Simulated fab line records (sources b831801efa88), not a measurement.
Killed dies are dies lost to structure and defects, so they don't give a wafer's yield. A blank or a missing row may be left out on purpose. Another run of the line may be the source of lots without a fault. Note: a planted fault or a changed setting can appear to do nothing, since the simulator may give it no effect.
Which tool did it? ; flow sky130 ; 12 lots, 36 wafers sampled, at 5 steps of a route of 708

== WHAT THE GAUGES READ, wafer by wafer ==
SKY_FIELD_ISO_CD_MEAS_13 targets a cd of 150 nm.
lot;measured;on;cd nm (nm)
L184;day 2 13:38;cd sem-01;151.3 152.9 152.9
L185;day 2 21:12;cd sem-02;151.7 150.8 151.6
L186;day 3 03:58;cd sem-01;150.1 149.7 149.7
L187;day 3 11:38;cd sem-02;151.1 149.7 149.3
L188;day 3 13:50;cd sem-02;150.1 149.7 149.6
L190;day 3 21:52;cd sem-01;149.2 150.3 148.2
L191;day 4 03:05;cd sem-02;150.8 152.0 151.3
L192;day 4 07:50;cd sem-01;148.3 147.3 148.7
L201;day 6 07:47;cd sem-02;146.7 147.2 147.5
L202;day 6 13:13;cd sem-02;150.5 150.8 150.3
L203;day 6 17:20;cd sem-02;151.3 151.4 150.5
L205;day 7 07:07;cd sem-02;149.1 150.3 148.2

SKY_PWDE_TW_MEAS_10.
lot;measured;on;PWDE_TW
L184;day 4 05:45;film metro-04;369 369 369
L185;day 4 11:43;film metro-03;364 362 362
L186;day 4 17:56;film metro-03;365 364 364
L187;day 5 02:15;film metro-04;371 370 371
L188;day 5 06:12;film metro-02;366 366 366
L190;day 5 16:30;film metro-03;362 363 362
L191;day 5 18:58;film metro-03;363 363 363
L192;day 6 05:21;film metro-02;368 367 368
L201;day 8 05:45;film metro-04;370 370 368
L202;day 8 11:18;film metro-02;369 368 368
L203;day 8 16:12;film metro-04;370 371 371
L205;day 9 09:45;film metro-02;367 366 366

SKY_VT_ADJUST_LVTN_TW_MEAS_10.
lot;measured;on;VT_ADJUST_LVTN_TW
L184;day 7 08:28;film metro-01;240.4 240.5 241.5
L185;day 7 17:16;film metro-02;239.9 238.5 241.0
L186;day 7 21:29;film metro-01;239.1 239.8 240.0
L187;day 8 07:36;film metro-01;240.5 240.7 240.3
L188;day 8 12:40;film metro-02;239.5 239.4 239.7
L190;day 9 00:59;film metro-04;240.6 241.4 240.2
L191;day 9 03:12;film metro-04;240.6 240.3 240.0
L192;day 9 15:14;film metro-02;241.7 238.6 239.8
L201;day 12 01:58;film metro-01;266.6 267.8 267.8
L202;day 12 06:11;film metro-01;266.3 266.0 268.5
L203;day 12 12:51;film metro-02;238.0 237.3 237.9
L205;day 13 08:05;film metro-02;237.9 238.1 238.4

== WHAT TOOL EACH LOT RAN ON (gives the tool, then ch and the chambers of the sampled wafers, and finally the start) ==
lot;SKY_PWDE_STRIP_09;SKY_VT_ADJUST_LVTN_IMPLANT_08
L184;plasma asher-02 ch 0,1, day 4 05:39;implanter-02 ch 0, day 7 08:13
L185;plasma asher-04 ch 0,1, day 4 11:38;implanter-01 ch 0, day 7 17:02
L186;plasma asher-03 ch 0,1, day 4 17:50;implanter-01 ch 0, day 7 21:14
L187;plasma asher-02 ch 0, day 5 02:09;implanter-04 ch 0, day 8 07:21
L188;plasma asher-02 ch 0,1, day 5 06:05;implanter-02 ch 0, day 8 12:26
L190;plasma asher-02 ch 0, day 5 16:24;implanter-02 ch 0, day 9 00:44
L191;plasma asher-03 ch 0,1, day 5 18:51;implanter-02 ch 0, day 9 02:58
L192;plasma asher-02 ch 0,1, day 6 05:15;implanter-01 ch 0, day 9 14:59
L201;plasma asher-03 ch 0,1, day 8 05:39;implanter-02 ch 0, day 12 01:43
L202;plasma asher-03 ch 0,1, day 8 11:12;implanter-02 ch 0, day 12 05:56
L203;plasma asher-02 ch 0,1, day 8 16:05;implanter-04 ch 0, day 12 12:37
L205;plasma asher-03 ch 0,1, day 9 09:39;implanter-04 ch 0, day 13 07:50
- SKY_PWDE_STRIP_09: strips in O2/N2.
- SKY_VT_ADJUST_LVTN_IMPLANT_08

== AS READ BY THE TOOLS THEMSELVES (means over the sampled wafers that have a number; for cases with no such wafer, the mark the record gives instead) ==
SKY_PWDE_STRIP_09.
lot;tool;drypump motor current A (A);oes product au (a.u.);strip time to endpoint s (s)
L184;plasma asher-02;5.9;0.730;36.85
L185;plasma asher-04;6.5;0.721;36.87
L186;plasma asher-03;5.4;0.722;36.97
L187;plasma asher-02;5.5;0.723;36.73
L188;plasma asher-02;6.3;0.719;36.95
L190;plasma asher-02;5.5;0.723;36.83
L191;plasma asher-03;5.4;0.727;36.95
L192;plasma asher-02;5.9;0.718;36.82
L201;plasma asher-03;5.3;0.722;36.88
L202;plasma asher-03;5.2;0.717;37.06
L203;plasma asher-02;6.3;0.723;37.01
L205;plasma asher-03;5.3;0.724;36.89

SKY_VT_ADJUST_LVTN_IMPLANT_08.
lot;tool;dose ions cm2;faraday current uA
L184;implanter-02;1.5690e+12;9.00
L185;implanter-01;1.5710e+12;8.72
L186;implanter-01;1.5691e+12;8.65
L187;implanter-04;1.5677e+12;8.70
L188;implanter-02;1.5690e+12;8.79
L190;implanter-02;1.5697e+12;8.76
L191;implanter-02;1.5709e+12;8.92
L192;implanter-01;1.5688e+12;8.97
L201;implanter-02;2.2710e+12;12.86
L202;implanter-02;2.2730e+12;12.59
L203;implanter-04;1.5703e+12;8.66
L205;implanter-04;1.5697e+12;8.83

== THE ANSWER, worked out from the rows above alone ==
Rule: the lots themselves supply what counts as usual. Put in order of their means at a reading, lots are off if they are a third of the lots or fewer, leave a main group of 4 or more, and stand apart from it by a gap of 3 or more times the standard deviation of the main group's means; of several such gaps the widest counts. The tables above print the reading to a certain number of digits; a main group whose means all agree to those digits is not used. Also off: a lot with no number at a reading for which 4 or more lots have one. Any other lot the step has rows for is counted as sound. Order of review: gauges by route order, followed by the tools' own readings, for which a lot's mean as printed above is used. At the first step where some lot is off, the reading lying furthest off is the one used; lots without a number count as furthest.
Off: L201, L202, at SKY_VT_ADJUST_LVTN_TW_MEAS_10 (VT_ADJUST_LVTN_TW). For the main group the mean is 239.7 and the standard deviation 0.99.
A tool fits if, at a process step before that reading, it ran every lot that is off, and no sound lot after the first of them. The gauges at SKY_VT_ADJUST_LVTN_TW_MEAS_10 aren't tried: what is off there is off at SKY_VT_ADJUST_LVTN_IMPLANT_08 too, on other tools, and a gauge's error can't cause that. One candidate fits, namely implanter-02 at SKY_VT_ADJUST_LVTN_IMPLANT_08. A fault onset in the window from L191 (day 9 02:58, its last sound lot) to L201 (day 12 01:43, its first lot off) fits.
The tool's own readings at SKY_VT_ADJUST_LVTN_IMPLANT_08 bear it out: on the lots that are off they differ by more than 5 times the standard deviation of the sound lots' means. dose ions cm2 reads 2.2720e+12 there against 1.5695e+12 on the sound lots; faraday current uA reads 12.72 there against 8.80 on the sound lots.

== WHAT THE SIMULATOR HAD PUT IN ==
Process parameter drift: implanter-02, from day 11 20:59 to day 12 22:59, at SKY_VT_ADJUST_LVTN_IMPLANT_08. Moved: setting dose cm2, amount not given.
Shown lots that were struck: L201, L202. The rule above reached the same finding.
